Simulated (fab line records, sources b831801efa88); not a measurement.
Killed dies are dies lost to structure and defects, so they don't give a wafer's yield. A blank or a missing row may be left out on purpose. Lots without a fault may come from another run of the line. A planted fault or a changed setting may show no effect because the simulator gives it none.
Which tool did it? | flow sky130 | 24 lots, 72 wafers sampled, at 5 steps of a route of 708

WHAT THE GAUGES READ, wafer by wafer
SKY_VT_ADJUST_PCH_TW_MEAS_10. Usual: VT_ADJUST_PCH_TW 142.7, standard deviation 0.65.
lot  | measured     | on            | VT_ADJUST_PCH_TW  | flag
L074 | day 10 16:23 | film_metro-03 | 143.1 143.1 143.2 |
L075 | day 10 16:43 | film_metro-02 | 143.3 143.2 143.1 |
L076 | day 11 04:59 | film_metro-03 | 143.6 143.0 142.2 |
L077 | day 11 09:29 | film_metro-01 | 142.4 143.2 143.2 |
L079 | day 12 10:44 | film_metro-02 | 143.1 143.0 143.8 |
L078 | day 12 12:36 | film_metro-02 | 142.6 143.7 142.9 |
L081 | day 12 13:52 | film_metro-03 | 142.7 143.2 142.7 |
L080 | day 12 15:08 | film_metro-01 | 143.0 142.9 142.5 |
L082 | day 13 00:27 | film_metro-03 | 142.3 141.5 142.3 |
L083 | day 13 07:42 | film_metro-03 | 140.9 142.0 142.0 |
L084 | day 13 13:47 | film_metro-03 | 142.4 141.2 141.6 |
L085 | day 13 20:02 | film_metro-01 | 142.4 142.6 142.9 |
L086 | day 14 08:31 | film_metro-03 | 142.2 142.2 141.3 |
L087 | day 14 18:10 | film_metro-01 | 142.6 142.2 142.6 |
L088 | day 14 19:42 | film_metro-02 | 142.6 142.8 142.8 |
L089 | day 15 07:43 | film_metro-02 | 143.0 143.7 143.0 |
L090 | day 15 13:20 | film_metro-01 | 142.6 142.8 143.6 |
L091 | day 15 17:19 | film_metro-01 | 142.7 143.4 142.7 |
L092 | day 15 23:20 | film_metro-01 | 142.5 143.4 142.9 |
L093 | day 16 11:02 | film_metro-02 | 143.1 143.2 142.4 |
L094 | day 16 17:28 | film_metro-01 | 142.9 144.3 143.9 |
L095 | day 16 23:13 | film_metro-02 | 142.5 142.2 143.2 |
L096 | day 17 09:59 | film_metro-03 | 142.2 141.7 142.4 |
L097 | day 17 21:38 | film_metro-01 | 141.4 141.7 142.6 |

SKY_CAPM_RS_MEAS_03: measures by four-point-probe. Usual: CAPM_TIN_RS 7.25 ohm/sq, standard deviation 0.087.
lot  | measured     | on            | CAPM_TIN_RS (ohm/sq) | flag
L074 | day 36 15:23 | film_metro-04 | 7.33 7.33 7.30       |
L075 | day 36 12:58 | film_metro-03 | 7.30 7.34 7.33       |
L076 | day 37 01:59 | film_metro-03 | 7.22 7.26 7.16       |
L077 | day 37 08:53 | film_metro-02 | 7.39 7.29 7.31       |
L079 | day 38 15:55 | film_metro-04 | 7.21 7.13 7.18       |
L078 | day 38 14:02 | film_metro-03 | 7.24 7.20 7.24       |
L081 | day 38 16:02 | film_metro-03 | 7.26 7.28 7.31       |
L080 | day 38 17:13 | film_metro-03 | 7.37 7.29 7.32       |
L082 | day 38 22:26 | film_metro-02 | 7.16 7.13 7.12       |
L083 | day 39 07:16 | film_metro-04 | 7.31 7.38 7.30       |
L084 | day 39 14:52 | film_metro-02 | 7.16 7.11 7.11       |
L085 | day 39 21:31 | film_metro-02 | 7.43 7.45 7.39       |
L086 | day 40 04:04 | film_metro-04 | 7.07 7.19 7.12       |
L087 | day 40 15:56 | film_metro-02 | 7.38 7.38 7.34       |
L088 | day 40 20:17 | film_metro-02 | 7.22 7.19 7.28       |
L089 | day 41 00:07 | film_metro-04 | 7.24 7.15 7.10       |
L090 | day 41 08:04 | film_metro-03 | 7.29 7.24 7.33       |
L091 | day 41 08:55 | film_metro-04 | 7.32 7.19 7.30       |
L092 | day 41 13:13 | film_metro-04 | 7.23 7.21 7.16       |
L093 | day 42 13:14 | film_metro-04 | 7.27 7.24 7.28       |
L094 | day 42 12:11 | film_metro-02 | 7.25 7.26 7.13       |
L095 | day 42 15:36 | film_metro-02 | 7.28 7.36 7.27       |
L096 | day 42 22:50 | film_metro-04 | 7.22 7.20 7.19       |
L097 | day 43 03:20 | film_metro-02 | 7.17 7.15 7.12       |

SKY_CAPM_THK_MEAS_04: measures by xrf. Usual: CAPM_TIN_THK 192.6 nm, standard deviation 2.4.
lot  | measured     | on            | CAPM_TIN_THK (nm) | flag
L074 | day 36 15:31 | film_metro-04 | 191.4 189.9 192.3 |
L075 | day 36 13:05 | film_metro-03 | 190.6 190.1 189.9 |
L076 | day 37 02:07 | film_metro-03 | 193.0 191.3 195.0 |
L077 | day 37 09:01 | film_metro-02 | 189.1 191.9 191.1 |
L079 | day 38 16:01 | film_metro-04 | 193.0 196.5 194.1 |
L078 | day 38 14:09 | film_metro-03 | 192.9 193.8 192.8 |
L081 | day 38 16:08 | film_metro-03 | 192.8 190.3 191.1 |
L080 | day 38 17:20 | film_metro-03 | 189.0 191.5 191.0 |
L082 | day 38 22:32 | film_metro-02 | 194.1 195.6 195.9 |
L083 | day 39 07:22 | film_metro-04 | 191.2 189.8 192.0 |
L084 | day 39 14:59 | film_metro-02 | 195.4 197.9 196.3 |
L085 | day 39 21:38 | film_metro-02 | 187.7 187.2 189.8 |
L086 | day 40 04:11 | film_metro-04 | 197.9 194.1 196.6 |
L087 | day 40 16:04 | film_metro-02 | 190.1 189.4 190.6 |
L088 | day 40 20:24 | film_metro-02 | 193.1 194.6 191.5 |
L089 | day 41 00:14 | film_metro-04 | 193.5 195.9 196.5 |
L090 | day 41 08:10 | film_metro-03 | 190.6 191.5 188.7 |
L091 | day 41 09:02 | film_metro-04 | 191.6 194.3 191.8 |
L092 | day 41 13:19 | film_metro-04 | 194.0 193.9 195.3 |
L093 | day 42 13:21 | film_metro-04 | 191.2 192.1 191.0 |
L094 | day 42 12:19 | film_metro-02 | 193.8 192.3 195.7 |
L095 | day 42 15:42 | film_metro-02 | 192.6 190.3 192.1 |
L096 | day 42 22:58 | film_metro-04 | 192.9 192.1 192.5 |
L097 | day 43 03:28 | film_metro-02 | 194.8 193.9 194.8 |

SKY_VIA3_THK_MEAS_23: measures by xrf. Usual: VIA3_W_THK 383 nm, standard deviation 6.7.
lot  | measured     | on            | VIA3_W_THK (nm) | flag
L074 | day 39 23:26 | film_metro-03 | 381 378 381     |
L075 | day 39 20:29 | film_metro-01 | 388 388 390     |
L076 | day 40 09:05 | film_metro-03 | 377 374 377     |
L077 | day 40 15:42 | film_metro-02 | 377 376 381     |
L079 | day 41 20:54 | film_metro-01 | 385 386 385     |
L078 | day 41 19:45 | film_metro-03 | 373 377 375     |
L081 | day 41 20:47 | film_metro-03 | 377 381 380     |
L080 | day 41 22:19 | film_metro-03 | 380 373 375     |
L082 | day 42 02:31 | film_metro-02 | 385 380 383     |
L083 | day 42 10:29 | film_metro-01 | 393 389 391     |
L084 | day 42 18:32 | film_metro-02 | 383 386 385     |
L085 | day 43 00:01 | film_metro-02 | 380 376 378     |
L086 | day 43 05:52 | film_metro-02 | 383 382 377     |
L087 | day 43 18:20 | film_metro-02 | 377 381 378     |
L088 | day 43 23:20 | film_metro-01 | 384 387 385     |
L089 | day 44 03:01 | film_metro-01 | 393 395 389     |
L090 | day 44 08:05 | film_metro-02 | 378 378 379     |
L091 | day 44 08:33 | film_metro-01 | 390 392 388     |
L092 | day 44 13:07 | film_metro-01 | 402 394 399     |
L093 | day 45 11:32 | film_metro-01 | 382 394 392     |
L094 | day 45 09:49 | film_metro-01 | 394 387 390     |
L095 | day 45 13:17 | film_metro-02 | 388 386 383     |
L096 | day 45 20:50 | film_metro-03 | 378 380 383     |
L097 | day 46 00:47 | film_metro-02 | 383 382 386     |

WHICH TOOL RAN EACH LOT (tool, then ch and the chambers of the sampled wafers, then the start)
lot  | SKY_CAPM_METAL_ETCH_13
L074 | rie_metal-02 ch 0,1, day 37 16:49
L075 | rie_metal-02 ch 0,1, day 37 14:23
L076 | rie_metal-03 ch 0,1, day 38 03:37
L077 | rie_metal-02 ch 0,1, day 38 10:55
L079 | rie_metal-01 ch 0,1, day 39 16:56
L078 | rie_metal-03 ch 0,1, day 39 15:19
L081 | rie_metal-02 ch 0,1, day 39 17:03
L080 | rie_metal-03 ch 0,1, day 39 17:14
L082 | rie_metal-03 ch 0,1, day 39 22:58
L083 | rie_metal-01 ch 0,1, day 40 07:34
L084 | rie_metal-01 ch 0,1, day 40 15:12
L085 | rie_metal-02 ch 0,1, day 40 21:09
L086 | rie_metal-01 ch 0,1, day 41 04:13
L087 | rie_metal-02 ch 0,1, day 41 16:16
L088 | rie_metal-01 ch 0,1, day 41 20:04
L089 | rie_metal-02 ch 1, day 42 00:21
L090 | rie_metal-02 ch 1, day 42 08:00
L091 | rie_metal-01 ch 0,1, day 42 08:33
L092 | rie_metal-01 ch 0,1, day 42 12:44
L093 | rie_metal-02 ch 0,1, day 43 12:13
L094 | rie_metal-03 ch 0, day 43 10:46
L095 | rie_metal-01 ch 0,1, day 43 14:23
L096 | rie_metal-03 ch 0,1, day 43 21:57
L097 | rie_metal-03 ch 1, day 44 02:28
- SKY_CAPM_METAL_ETCH_13: etches TiN in Cl2/BCl3, stops on SiO2, target depth 220 nm, time 62.9 s.

WHAT THE TOOLS THEMSELVES READ (means of the sampled wafers that have a number; where no wafer has one, the mark that the record gives instead)
SKY_CAPM_METAL_ETCH_13. Usual: drypump_motor_current_A 5.7 A, standard deviation 0.37; oes_product_au 0.915 a.u., standard deviation 0.0081; throttle_valve_pct 21.919 %, standard deviation 0.0096.
lot  | tool         | drypump_motor_current_A (A) | oes_product_au (a.u.) | throttle_valve_pct (%) | flag
L074 | rie_metal-02 | 6.0                         | 0.910                 | 21.923                 |
L075 | rie_metal-02 | 6.0                         | 0.908                 | 21.919                 |
L076 | rie_metal-03 | 5.6                         | 0.917                 | 21.917                 |
L077 | rie_metal-02 | 6.0                         | 0.905                 | 21.930                 |
L079 | rie_metal-01 | 5.8                         | 0.922                 | 21.906                 |
L078 | rie_metal-03 | 5.3                         | 0.913                 | 21.924                 |
L081 | rie_metal-02 | 6.0                         | 0.909                 | 21.927                 |
L080 | rie_metal-03 | 5.6                         | 0.907                 | 21.922                 |
L082 | rie_metal-03 | 5.3                         | 0.921                 | 21.904                 |
L083 | rie_metal-01 | 5.5                         | 0.906                 | 21.926                 |
L084 | rie_metal-01 | 5.8                         | 0.929                 | 21.908                 |
L085 | rie_metal-02 | 6.0                         | 0.900                 | 21.928                 |
L086 | rie_metal-01 | 5.5                         | 0.928                 | 21.928                 |
L087 | rie_metal-02 | 6.0                         | 0.908                 | 21.929                 |
L088 | rie_metal-01 | 5.5                         | 0.917                 | 21.921                 |
L089 | rie_metal-02 | 6.0                         | 0.920                 | 21.916                 |
L090 | rie_metal-02 | 6.0                         | 0.910                 | 21.917                 |
L091 | rie_metal-01 | 5.5                         | 0.911                 | 21.913                 |
L092 | rie_metal-01 | 5.8                         | 0.918                 | 21.913                 |
L093 | rie_metal-02 | 6.0                         | 0.916                 | 21.924                 |
L094 | rie_metal-03 | 5.8                         | 0.919                 | 21.917                 |
L095 | rie_metal-01 | 5.5                         | 0.908                 | 21.919                 |
L096 | rie_metal-03 | 5.6                         | 0.915                 | 21.914                 |
L097 | rie_metal-03 | 5.1                         | 0.924                 | 21.913                 |

THE ANSWER, worked out from the rows above alone
Rule: a lot is off if the mean of its wafers that have a number lies more than 3 standard deviations from the usual mean. A lot without any number at a reading at which 4 lots or more have one is off too. The other lots that the step has rows for count as sound. The gauges are gone through in route order, then the tools' own readings, and for those a lot's mean is taken as printed above. The first step at which some lot is off is used, and at that step the reading that is off furthest; a lot without a number counts as furthest.
No lot is off at any reading shown: from this, nothing can be told.

WHAT THE SIMULATOR HAD PUT IN
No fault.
